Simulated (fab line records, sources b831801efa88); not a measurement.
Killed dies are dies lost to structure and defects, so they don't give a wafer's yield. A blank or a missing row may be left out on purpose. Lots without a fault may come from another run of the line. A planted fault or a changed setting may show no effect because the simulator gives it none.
Which tool did it? | flow sfq_line | 15 lots, 45 wafers sampled, at 1 step of a route of 325

WHAT THE GAUGES READ, wafer by wafer
The record holds no reading of a measuring or inspecting step that can be judged against a usual standard deviation.

WHICH TOOL RAN EACH LOT (tool, then ch and the chambers of the sampled wafers, then the start)
lot  | SFQ_TRILAYER_M4_STRIP_STRIP_097
L712 | rie_metal-03 ch 0,1, day 34 07:03
L713 | rie_metal-01 ch 0,1, day 34 14:15
L715 | rie_metal-03 ch 0,1, day 35 11:39
L716 | rie_metal-01 ch 0,1, day 35 16:27
L717 | rie_metal-01 ch 0,1, day 35 18:51
L718 | rie_metal-01 ch 0, day 36 08:26
L719 | rie_metal-01 ch 0, day 36 11:02
L720 | rie_metal-04 ch 0,1, day 36 11:39
L721 | rie_metal-03 ch 0,1, day 37 07:32
L729 | rie_metal-01 ch 0,1, day 42 03:23
L730 | rie_metal-04 ch 0,1, day 43 00:31
L732 | rie_metal-03 ch 0,1, day 43 17:07
L733 | rie_metal-04 ch 0,1, day 44 09:28
L734 | rie_metal-01 ch 0, day 44 16:40
L735 | rie_metal-03 ch 0,1, day 45 07:21
- SFQ_TRILAYER_M4_STRIP_STRIP_097: strips in O2.

WHAT THE TOOLS THEMSELVES READ (means of the sampled wafers that have a number; where no wafer has one, the mark that the record gives instead)
SFQ_TRILAYER_M4_STRIP_STRIP_097.
lot  | tool         | chamber_pressure_mTorr (mTorr) | drypump_motor_current_A (A) | oes_product_au (a.u.)
L712 | rie_metal-03 | 50.00                          | 5.90                        | 1.001
L713 | rie_metal-01 | 50.02                          | 5.80                        | 0.990
L715 | rie_metal-03 | 50.01                          | 5.88                        | 0.997
L716 | rie_metal-01 | 49.94                          | 5.82                        | 0.985
L717 | rie_metal-01 | 50.01                          | 5.79                        | 0.997
L718 | rie_metal-01 | 50.01                          | 5.79                        | 1.001
L719 | rie_metal-01 | -                              | -                           | -
L720 | rie_metal-04 | -                              | -                           | -
L721 | rie_metal-03 | -                              | -                           | -
L729 | rie_metal-01 | 49.97                          | 5.81                        | 0.991
L730 | rie_metal-04 | 50.01                          | 6.04                        | 0.995
L732 | rie_metal-03 | 49.98                          | 5.92                        | 1.001
L733 | rie_metal-04 | 50.03                          | 6.05                        | 1.005
L734 | rie_metal-01 | 49.95                          | 5.75                        | 0.992
L735 | rie_metal-03 | 50.03                          | 5.90                        | 0.999

THE ANSWER, worked out from the rows above alone
Rule: what is usual is taken from the lots themselves. Put in order of their means at a reading, lots are off if they are a third of the lots or fewer, leave a main group of 4 or more, and stand apart from it by a gap of 3 or more times the standard deviation of the main group's means; of several such gaps the widest counts. A main group whose means are all the same, to the digits that the tables above print for the reading, isn't used. A lot without any number at a reading at which 4 lots or more have one is off too. The other lots that the step has rows for count as sound. The gauges are gone through in route order, then the tools' own readings, and for those a lot's mean is taken as printed above. The first step at which some lot is off is used, and at that step the reading that is off furthest; a lot without a number counts as furthest.
Off: L719, L720, L721, at SFQ_TRILAYER_M4_STRIP_STRIP_097 (chamber_pressure_mTorr). Without a number there: L719, L720, L721. The main group: mean 50.00 mTorr, standard deviation 0.029.
A tool fits if, at that step or a process step before it, it ran every lot that is off, and no sound lot after the first of them. None of those tried fits.

WHAT THE SIMULATOR HAD PUT IN
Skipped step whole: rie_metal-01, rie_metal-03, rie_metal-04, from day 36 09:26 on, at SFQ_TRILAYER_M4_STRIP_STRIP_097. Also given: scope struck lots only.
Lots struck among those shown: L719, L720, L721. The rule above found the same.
